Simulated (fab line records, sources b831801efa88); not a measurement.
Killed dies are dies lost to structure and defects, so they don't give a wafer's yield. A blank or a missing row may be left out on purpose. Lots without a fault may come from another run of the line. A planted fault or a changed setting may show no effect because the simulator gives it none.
Chamber matching | flow sky130 | SKY_LI_CONTACT_CMP_02 on cmp-01: 4 sister chambers
The step polishes PSG. 4 wafers are shown with their chamber, then 7 later ones without.

WAFERS WITH THEIR CHAMBER
wafer  | chamber | motor_current_A (A)
L996.3 | 0       | 14.7
L996.6 | 2       | 13.7
L999.2 | 1       | 11.1
L999.3 | 3       | 11.6

WAFERS WITHOUT THEIR CHAMBER
wafer  | motor_current_A (A)
L999.6 | 13.6
L102.3 | 12.1
L102.5 | 11.6
L102.6 | 13.5
L103.1 | 11.3
L103.3 | 13.1
L103.5 | 14.0

WHICH CHAMBER EACH WENT THROUGH
wafer  | from the rows above     | in truth
L999.6 | 2                       | 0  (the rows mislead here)
L102.3 | can't be placed: 3 or 1 | 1
L102.5 | can't be placed: 3 or 1 | 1
L102.6 | 2                       | 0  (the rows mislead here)
L103.1 | can't be placed: 1 or 3 | 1
L103.3 | 2                       | 2
L103.5 | can't be placed: 2 or 0 | 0
Placed correctly: 1 of 7. Can't be placed from these rows: 4 (the true chamber is among the candidates in 4). Placed wrongly: 2.
How it was worked out, from the rows above alone: a wafer's distance from a chamber is the root of the sum, over the readings, of the square of ((its reading less the chamber's mean) divided by the reading's scatter). The wafer belongs to the nearest chamber; if the next one is less than 2 further off, it can't be placed. A chamber's mean is the mean of its shown wafers. The scatter: with one shown wafer a chamber, the root of the mean of the squares of how far each hidden wafer lies from its nearest shown one.
